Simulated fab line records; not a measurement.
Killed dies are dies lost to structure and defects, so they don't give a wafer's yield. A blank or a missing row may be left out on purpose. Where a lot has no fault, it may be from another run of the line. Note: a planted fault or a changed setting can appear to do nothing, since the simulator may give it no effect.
Which of the tools did it? / flow gf180mcu / 24 lots (72 wafers sampled), 1 step of a 602-step route

== WHAT EACH GAUGE READ, for each wafer ==
GF_VT_IMPLANT_RS_MEAS_48: the measuring method here is four-point-probe. Usual: LVPWELL_RS 1196.1 ohm/sq, standard deviation 3.
lot=L074; measured=day 7 10:55; on=filmMetro-04; LVPWELL_RS (ohm/sq)=1199.8 1197.4 1199.3; flag=
lot=L075; measured=day 8 01:17; on=filmMetro-02; LVPWELL_RS (ohm/sq)=1200.4 1200.5 1202.7; flag=
lot=L076; measured=day 8 05:20; on=filmMetro-02; LVPWELL_RS (ohm/sq)=1200.0 1202.6 1200.5; flag=
lot=L077; measured=day 8 05:55; on=filmMetro-01; LVPWELL_RS (ohm/sq)=1194.6 1191.3 1196.2; flag=
lot=L078; measured=day 8 19:03; on=filmMetro-01; LVPWELL_RS (ohm/sq)=1196.0 1191.9 1196.1; flag=
lot=L080; measured=day 9 05:38; on=filmMetro-01; LVPWELL_RS (ohm/sq)=1195.1 1194.1 1193.3; flag=
lot=L079; measured=day 9 06:43; on=filmMetro-01; LVPWELL_RS (ohm/sq)=1193.3 1197.6 1194.7; flag=
lot=L081; measured=day 9 12:16; on=filmMetro-01; LVPWELL_RS (ohm/sq)=1196.7 1195.4 1194.3; flag=
lot=L082; measured=day 9 21:31; on=filmMetro-04; LVPWELL_RS (ohm/sq)=1194.8 1198.7 1195.5; flag=
lot=L083; measured=day 10 05:20; on=filmMetro-02; LVPWELL_RS (ohm/sq)=1192.4 1194.4 1193.6; flag=
lot=L084; measured=day 10 08:59; on=filmMetro-01; LVPWELL_RS (ohm/sq)=1197.7 1196.9 1198.2; flag=
lot=L085; measured=day 10 16:04; on=filmMetro-04; LVPWELL_RS (ohm/sq)=1192.3 1193.1 1195.3; flag=
lot=L086; measured=day 10 21:23; on=filmMetro-02; LVPWELL_RS (ohm/sq)=1198.4 1199.0 1196.7; flag=
lot=L087; measured=day 11 04:20; on=filmMetro-01; LVPWELL_RS (ohm/sq)=1194.8 1193.1 1194.6; flag=
lot=L088; measured=day 11 12:17; on=filmMetro-02; LVPWELL_RS (ohm/sq)=1199.4 1199.1 1198.9; flag=
lot=L089; measured=day 11 17:37; on=filmMetro-01; LVPWELL_RS (ohm/sq)=1197.3 1200.6 1198.1; flag=
lot=L090; measured=day 11 23:42; on=filmMetro-02; LVPWELL_RS (ohm/sq)=1195.7 1191.9 1195.3; flag=
lot=L091; measured=day 12 06:56; on=filmMetro-02; LVPWELL_RS (ohm/sq)=1197.9 1197.2 1196.9; flag=
lot=L092; measured=day 12 16:10; on=filmMetro-01; LVPWELL_RS (ohm/sq)=1198.4 1197.6 1197.5; flag=
lot=L093; measured=day 12 20:25; on=filmMetro-02; LVPWELL_RS (ohm/sq)=1193.9 1191.7 1190.0; flag=
lot=L094; measured=day 13 04:43; on=filmMetro-04; LVPWELL_RS (ohm/sq)=1194.3 1196.6 1196.5; flag=
lot=L095; measured=day 13 11:15; on=filmMetro-02; LVPWELL_RS (ohm/sq)=1195.8 1195.9 1196.3; flag=
lot=L096; measured=day 13 18:31; on=filmMetro-02; LVPWELL_RS (ohm/sq)=1191.6 1194.7 1194.6; flag=
lot=L097; measured=day 14 01:09; on=filmMetro-04; LVPWELL_RS (ohm/sq)=1196.4 1194.7 1197.0; flag=

== WHICH TOOL RAN EACH LOT (tool, then ch and the chambers of the sampled wafers, then the start) ==
No process step before these readings appears in the record.

== WHAT THE TOOLS THEMSELVES READ (means of the sampled wafers that have a number; where no wafer has one, the mark that the record gives instead) ==
The record holds no such reading with a usual standard deviation.

== THE ANSWER, worked out from the rows above alone ==
Rule: a lot is off if the mean of its wafers that have a number lies more than 3 standard deviations from the usual mean. A lot without any number at a reading at which 4 lots or more have one is off too. Where the step has rows for the other lots, those lots are counted as sound. First the gauges in route order, then the tools' own readings, where a lot's mean is used as printed above. The first step at which some lot is off is used, and at that step the reading that is off furthest; a lot without a number counts as furthest.
No lot is off on any of the readings shown, so nothing can be concluded from this.

== WHAT THE SIMULATOR HAD PUT IN ==
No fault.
